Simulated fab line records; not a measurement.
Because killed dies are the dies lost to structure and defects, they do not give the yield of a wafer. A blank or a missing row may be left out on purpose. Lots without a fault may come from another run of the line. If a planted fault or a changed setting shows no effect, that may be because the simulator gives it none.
Which of the tools did it? | flow gf180mcu | 24 lots, 72 wafers sampled, at 6 steps of a route of 602

== WHAT THE GAUGES SHOWED, per wafer ==
GF_V5_CD_MEAS_14: the cd target is 260 nm. Usual: cd-nm 260.1 nm, standard deviation 1.2.
lot  | measured     | on        | cd-nm (nm)        | flag
L074 | day 27 04:16 | cd-sem-02 | 258.0 258.9 259.3 |
L075 | day 27 13:28 | cd-sem-01 | 259.3 258.4 260.4 |
L076 | day 27 20:01 | cd-sem-02 | 259.9 259.6 259.8 |
L077 | day 28 02:38 | cd-sem-02 | 259.1 259.7 258.9 |
L078 | day 28 09:43 | cd-sem-02 | 258.7 261.1 259.1 |
L079 | day 28 10:07 | cd-sem-02 | 261.4 261.4 259.4 |
L080 | day 28 20:25 | cd-sem-02 | 259.3 259.6 259.2 |
L081 | day 29 03:09 | cd-sem-02 | 260.7 259.5 259.9 |
L082 | day 29 11:43 | cd-sem-02 | 258.9 259.0 259.2 |
L083 | day 29 23:24 | cd-sem-02 | 258.8 260.1 259.7 |
L084 | day 30 06:25 | cd-sem-02 | 261.5 261.8 262.7 |
L085 | day 30 12:31 | cd-sem-02 | 261.1 260.2 260.8 |
L086 | day 30 22:27 | cd-sem-01 | 260.8 261.2 260.4 |
L087 | day 31 02:49 | cd-sem-02 | 260.2 259.2 260.0 |
L088 | day 31 04:43 | cd-sem-02 | 259.5 259.0 259.4 |
L089 | day 31 13:05 | cd-sem-02 | 261.0 261.8 262.1 |
L090 | day 31 22:55 | cd-sem-02 | 262.5 260.5 260.8 |
L091 | day 32 01:07 | cd-sem-01 | 259.6 261.1 261.0 |
L092 | day 32 06:17 | cd-sem-02 | 258.9 260.6 261.1 |
L093 | day 32 11:09 | cd-sem-01 | 257.9 258.5 257.9 |
L094 | day 32 22:57 | cd-sem-01 | 260.9 261.6 260.8 |
L095 | day 33 13:35 | cd-sem-01 | 260.5 261.3 260.0 |
L096 | day 33 15:24 | cd-sem-02 | 262.3 262.5 260.7 |
L097 | day 34 00:09 | cd-sem-01 | 259.2 260.0 259.5 |

GF_PASSIVATION_THK_MEAS_01. Usual: PASSIVATION_CVD_00_THK gives 1003 nm (standard deviation 13).
lot  | measured     | on            | PASSIVATION_CVD_00_THK (nm) | flag
L074 | day 28 03:17 | film-metro-04 | 1020 996 1026               |
L075 | day 28 11:48 | film-metro-03 | 989 1011 1026               |
L076 | day 28 17:57 | film-metro-02 | 1007 1006 1022              |
L077 | day 29 01:00 | film-metro-03 | 1009 1017 1023              |
L078 | day 29 07:47 | film-metro-03 | 996 996 1011                |
L079 | day 29 07:59 | film-metro-02 | 990 983 999                 |
L080 | day 29 18:39 | film-metro-03 | 995 999 1000                |
L081 | day 30 00:39 | film-metro-04 | 999 1017 1024               |
L082 | day 30 08:35 | film-metro-04 | 1000 999 1004               |
L083 | day 30 20:32 | film-metro-03 | 1005 997 1016               |
L084 | day 31 02:18 | film-metro-04 | 991 1000 995                |
L085 | day 31 08:11 | film-metro-04 | 1005 1014 1016              |
L086 | day 31 19:00 | film-metro-03 | 986 1002 1001               |
L087 | day 31 22:21 | film-metro-04 | 991 997 1002                |
L088 | day 32 00:16 | film-metro-03 | 989 996 1005                |
L089 | day 32 09:18 | film-metro-03 | 988 992 1013                |
L090 | day 32 18:05 | film-metro-03 | 994 1004 1021               |
L091 | day 32 19:43 | film-metro-03 | 993 998 1000                |
L092 | day 33 01:47 | film-metro-03 | 994 987 1012                |
L093 | day 33 06:50 | film-metro-02 | 980 979 1009                |
L094 | day 33 17:16 | film-metro-03 | 996 1001 1007               |
L095 | day 34 07:11 | film-metro-04 | 989 980 1000                |
L096 | day 34 08:47 | film-metro-02 | 1000 1002 1008              |
L097 | day 34 17:36 | film-metro-02 | 980 987 1011                |

GF_PASSIVATION_BOW_MEAS_14. Usual: PASSIVATION_BOW gives 138 um (standard deviation 10).
lot  | measured     | on            | PASSIVATION_BOW (um) | flag
L074 | day 29 00:40 | film-metro-02 | 153 128 135          |
L075 | day 29 09:07 | film-metro-02 | 147 137 150          |
L076 | day 29 14:52 | film-metro-04 | 141 142 139          |
L077 | day 29 22:22 | film-metro-04 | 149 142 145          |
L078 | day 30 04:27 | film-metro-04 | 144 149 143          |
L079 | day 30 04:59 | film-metro-02 | 134 129 136          |
L080 | day 30 15:19 | film-metro-02 | 143 154 142          |
L081 | day 30 20:31 | film-metro-04 | 131 136 131          |
L082 | day 31 04:18 | film-metro-02 | 122 129 144          |
L083 | day 31 15:23 | film-metro-03 | 142 147 145          |
L084 | day 31 21:26 | film-metro-04 | 147 144 136          |
L085 | day 32 03:43 | film-metro-04 | 144 144 142          |
L086 | day 32 13:26 | film-metro-02 | 135 133 138          |
L087 | day 32 17:19 | film-metro-03 | 109 110 114          |
L088 | day 32 19:00 | film-metro-02 | 142 152 128          |
L089 | day 33 03:15 | film-metro-03 | 132 144 148          |
L090 | day 33 11:44 | film-metro-04 | 123 122 134          |
L091 | day 33 13:29 | film-metro-04 | 127 141 128          |
L092 | day 33 19:58 | film-metro-04 | 141 152 145          |
L093 | day 34 00:17 | film-metro-02 | 141 151 150          |
L094 | day 34 10:51 | film-metro-04 | 136 130 141          |
L095 | day 35 00:01 | film-metro-02 | 126 130 115          |
L096 | day 35 01:23 | film-metro-04 | 151 146 148          |
L097 | day 35 10:28 | film-metro-03 | 138 140 128          |

== WHICH TOOL RAN EACH LOT (tool, then ch and the chambers of the sampled wafers, then the start) ==
lot  | GF_V3_ETCH_16                      | GF_TOP_METAL_SPUTTER_01      | GF_TOP_METAL_SPUTTER_02
L074 | rie-diel-03 ch 1,2,3, day 22 08:28 | pvd-sputter-02, day 27 05:53 | pvd-sputter-02, day 27 05:55
L075 | rie-diel-02 ch 1,2, day 22 19:15   | pvd-sputter-04, day 27 15:03 | pvd-sputter-04, day 27 15:05
L076 | rie-diel-01 ch 0,1,3, day 23 02:09 | pvd-sputter-04, day 27 21:38 | pvd-sputter-04, day 27 21:40
L077 | rie-diel-01 ch 1,3, day 23 10:48   | pvd-sputter-04, day 28 04:14 | pvd-sputter-04, day 28 04:16
L078 | rie-diel-01 ch 0,1,2, day 23 16:52 | pvd-sputter-02, day 28 11:20 | pvd-sputter-02, day 28 11:22
L079 | rie-diel-03 ch 0,2,3, day 23 19:49 | pvd-sputter-03, day 28 11:44 | pvd-sputter-03, day 28 11:46
L080 | rie-diel-02 ch 0,1,3, day 24 07:58 | pvd-sputter-03, day 28 22:03 | pvd-sputter-03, day 28 22:05
L081 | rie-diel-02 ch 0,2,3, day 24 15:09 | pvd-sputter-02, day 29 04:47 | pvd-sputter-02, day 29 04:49
L082 | rie-diel-01 ch 0,1, day 25 00:18   | pvd-sputter-04, day 29 13:22 | pvd-sputter-04, day 29 13:24
L083 | rie-diel-03 ch 0,3, day 25 13:55   | pvd-sputter-02, day 30 01:03 | pvd-sputter-02, day 30 01:05
L084 | rie-diel-03 ch 0,2,3, day 25 20:52 | pvd-sputter-04, day 30 08:03 | pvd-sputter-04, day 30 08:05
L085 | rie-diel-03 ch 0,1,2, day 26 03:43 | pvd-sputter-02, day 30 14:06 | pvd-sputter-02, day 30 14:08
L086 | rie-diel-02 ch 0,2, day 26 15:03   | pvd-sputter-02, day 31 00:14 | pvd-sputter-02, day 31 00:16
L087 | rie-diel-01 ch 0,1,3, day 26 20:34 | pvd-sputter-04, day 31 04:26 | pvd-sputter-04, day 31 04:28
L088 | rie-diel-03 ch 0,1,2, day 26 23:39 | pvd-sputter-04, day 31 06:22 | pvd-sputter-04, day 31 06:24
L089 | rie-diel-02 ch 0,1, day 27 09:04   | pvd-sputter-04, day 31 14:43 | pvd-sputter-04, day 31 14:44
L090 | rie-diel-02 ch 0,2,3, day 27 20:24 | pvd-sputter-02, day 32 00:35 | pvd-sputter-02, day 32 00:37
L091 | rie-diel-01 ch 1,2,3, day 27 21:55 | pvd-sputter-03, day 32 02:53 | pvd-sputter-03, day 32 02:55
L092 | rie-diel-03 ch 0,2,3, day 28 05:28 | pvd-sputter-04, day 32 08:11 | pvd-sputter-04, day 32 08:13
L093 | rie-diel-01 ch 1,3, day 28 12:20   | pvd-sputter-04, day 32 13:36 | pvd-sputter-04, day 32 13:38
L094 | rie-diel-03 ch 0,2, day 29 00:02   | pvd-sputter-04, day 33 00:37 | pvd-sputter-04, day 33 00:39
L095 | rie-diel-02 ch 1,2,3, day 29 18:28 | pvd-sputter-02, day 33 15:14 | pvd-sputter-02, day 33 15:16
L096 | rie-diel-03 ch 0,1,3, day 29 19:13 | pvd-sputter-04, day 33 17:02 | pvd-sputter-04, day 33 17:04
L097 | rie-diel-03 ch 0,1,3, day 30 07:01 | pvd-sputter-03, day 34 01:49 | pvd-sputter-03, day 34 01:51
- GF_V3_ETCH_16: etches BARC in N2/H2.
- GF_TOP_METAL_SPUTTER_01: material TiN, target thk 30 nm, time 25 s.
- GF_TOP_METAL_SPUTTER_02: material AlCu, target thk 900 nm, time 47.82 s.

== WHAT THE TOOLS THEMSELVES READ (means of the sampled wafers that have a number; where no wafer has one, the mark that the record gives instead) ==
GF_V3_ETCH_16. Usual: bias-w 100.0 W, standard deviation 0.33; drypump-motor-current-A 5.6 A, standard deviation 0.53; oes-product-au 0.854 a.u., standard deviation 0.005; throttle-valve-pct 13.226 %, standard deviation 0.0094.
lot  | tool        | bias-w (W) | drypump-motor-current-A (A) | oes-product-au (a.u.) | throttle-valve-pct (%) | flag
L074 | rie-diel-03 | 99.9       | 5.6                         | 0.854                 | 13.223                 |
L075 | rie-diel-02 | 99.7       | 6.0                         | 0.852                 | 13.221                 |
L076 | rie-diel-01 | 100.0      | 5.5                         | 0.862                 | 13.217                 |
L077 | rie-diel-01 | 99.4       | 5.3                         | 0.853                 | 13.224                 |
L078 | rie-diel-01 | 99.8       | 5.4                         | 0.850                 | 13.217                 |
L079 | rie-diel-03 | 100.0      | 5.4                         | 0.857                 | 13.230                 |
L080 | rie-diel-02 | 100.1      | 5.7                         | 0.852                 | 13.221                 |
L081 | rie-diel-02 | 99.8       | 5.9                         | 0.852                 | 13.223                 |
L082 | rie-diel-01 | 99.8       | 5.1                         | 0.856                 | 13.230                 |
L083 | rie-diel-03 | 99.8       | 5.1                         | 0.849                 | 13.233                 |
L084 | rie-diel-03 | 100.1      | 5.4                         | 0.854                 | 13.225                 |
L085 | rie-diel-03 | 100.0      | 5.3                         | 0.855                 | 13.227                 |
L086 | rie-diel-02 | 100.4      | 5.8                         | 0.849                 | 13.221                 |
L087 | rie-diel-01 | 99.6       | 5.5                         | 0.857                 | 13.215                 |
L088 | rie-diel-03 | 100.0      | 5.3                         | 0.849                 | 13.224                 |
L089 | rie-diel-02 | 99.6       | 5.7                         | 0.858                 | 13.227                 |
L090 | rie-diel-02 | 99.8       | 5.9                         | 0.863                 | 13.221                 |
L091 | rie-diel-01 | 100.0      | 5.8                         | 0.857                 | 13.228                 |
L092 | rie-diel-03 | 100.0      | 5.4                         | 0.854                 | 13.225                 |
L093 | rie-diel-01 | 100.2      | 5.3                         | 0.849                 | 13.226                 |
L094 | rie-diel-03 | 99.8       | 5.4                         | 0.849                 | 13.226                 |
L095 | rie-diel-02 | 99.9       | 6.0                         | 0.850                 | 13.220                 |
L096 | rie-diel-03 | 99.9       | 5.3                         | 0.858                 | 13.229                 |
L097 | rie-diel-03 | 100.1      | 5.3                         | 0.855                 | 13.230                 |

GF_TOP_METAL_SPUTTER_01. Usual: chamber-pressure-pa 0.4001 Pa, standard deviation 0.0008; throttle-valve-pct 29.9 %, standard deviation 1.2.
lot  | tool           | chamber-pressure-pa (Pa) | throttle-valve-pct (%) | flag
L074 | pvd-sputter-02 | 0.4005                   | 30.1                   |
L075 | pvd-sputter-04 | 0.4008                   | 29.3                   |
L076 | pvd-sputter-04 | 0.4004                   | 29.0                   |
L077 | pvd-sputter-04 | 0.3991                   | 29.4                   |
L078 | pvd-sputter-02 | 0.3995                   | 30.3                   |
L079 | pvd-sputter-03 | 0.3999                   | 30.8                   |
L080 | pvd-sputter-03 | 0.3999                   | 29.8                   |
L081 | pvd-sputter-02 | 0.3989                   | 30.7                   |
L082 | pvd-sputter-04 | 0.3999                   | 29.4                   |
L083 | pvd-sputter-02 | 0.4004                   | 31.1                   |
L084 | pvd-sputter-04 | 0.4004                   | 29.3                   |
L085 | pvd-sputter-02 | 0.4007                   | 30.2                   |
L086 | pvd-sputter-02 | 0.4001                   | 31.3                   |
L087 | pvd-sputter-04 | 0.4004                   | 29.0                   |
L088 | pvd-sputter-04 | 0.4000                   | 28.8                   |
L089 | pvd-sputter-04 | 0.4007                   | 29.4                   |
L090 | pvd-sputter-02 | 0.4000                   | 30.3                   |
L091 | pvd-sputter-03 | 0.3999                   | 30.5                   |
L092 | pvd-sputter-04 | 0.4005                   | 29.2                   |
L093 | pvd-sputter-04 | 0.4002                   | 28.8                   |
L094 | pvd-sputter-04 | 0.4000                   | 29.7                   |
L095 | pvd-sputter-02 | 0.3996                   | 30.3                   |
L096 | pvd-sputter-04 | 0.4010                   | 28.8                   |
L097 | pvd-sputter-03 | 0.4002                   | 29.8                   |

GF_TOP_METAL_SPUTTER_02. Usual: chamber-pressure-pa 0.2999 Pa, standard deviation 0.0006; throttle-valve-pct 29.9 %, standard deviation 1.2.
lot  | tool           | chamber-pressure-pa (Pa) | throttle-valve-pct (%) | flag
L074 | pvd-sputter-02 | 0.2995                   | 30.2                   |
L075 | pvd-sputter-04 | 0.3001                   | 29.4                   |
L076 | pvd-sputter-04 | 0.2997                   | 29.1                   |
L077 | pvd-sputter-04 | 0.3001                   | 29.5                   |
L078 | pvd-sputter-02 | 0.3000                   | 30.2                   |
L079 | pvd-sputter-03 | 0.3003                   | 31.0                   |
L080 | pvd-sputter-03 | 0.3002                   | 29.9                   |
L081 | pvd-sputter-02 | 0.2997                   | 30.6                   |
L082 | pvd-sputter-04 | 0.3002                   | 29.2                   |
L083 | pvd-sputter-02 | 0.2994                   | 31.3                   |
L084 | pvd-sputter-04 | 0.2997                   | 29.4                   |
L085 | pvd-sputter-02 | 0.2997                   | 30.0                   |
L086 | pvd-sputter-02 | 0.2997                   | 31.4                   |
L087 | pvd-sputter-04 | 0.2996                   | 29.1                   |
L088 | pvd-sputter-04 | 0.2996                   | 28.7                   |
L089 | pvd-sputter-04 | 0.3002                   | 29.4                   |
L090 | pvd-sputter-02 | 0.2995                   | 30.1                   |
L091 | pvd-sputter-03 | 0.2994                   | 30.4                   |
L092 | pvd-sputter-04 | 0.2995                   | 29.4                   |
L093 | pvd-sputter-04 | 0.3002                   | 28.6                   |
L094 | pvd-sputter-04 | 0.2999                   | 29.7                   |
L095 | pvd-sputter-02 | 0.2998                   | 30.3                   |
L096 | pvd-sputter-04 | 0.2992                   | 28.7                   |
L097 | pvd-sputter-03 | 0.2999                   | 29.9                   |

== THE ANSWER, worked out from the rows above alone ==
Rule: lot off if the mean of its wafers having a number is beyond 3 standard deviations from the usual mean. A lot without any number at a reading at which 4 lots or more have one is off too. The other lots that the step has rows for count as sound. After the gauges, taken in route order, come the tools' own readings; for these a lot's mean is taken, as printed above. At the first step where some lot is off, the reading lying furthest off is the one used; lots without a number count as furthest.
Across all readings shown, no lot is off: no conclusion can be drawn from this.

== WHAT THE SIMULATOR HAD INSERTED ==
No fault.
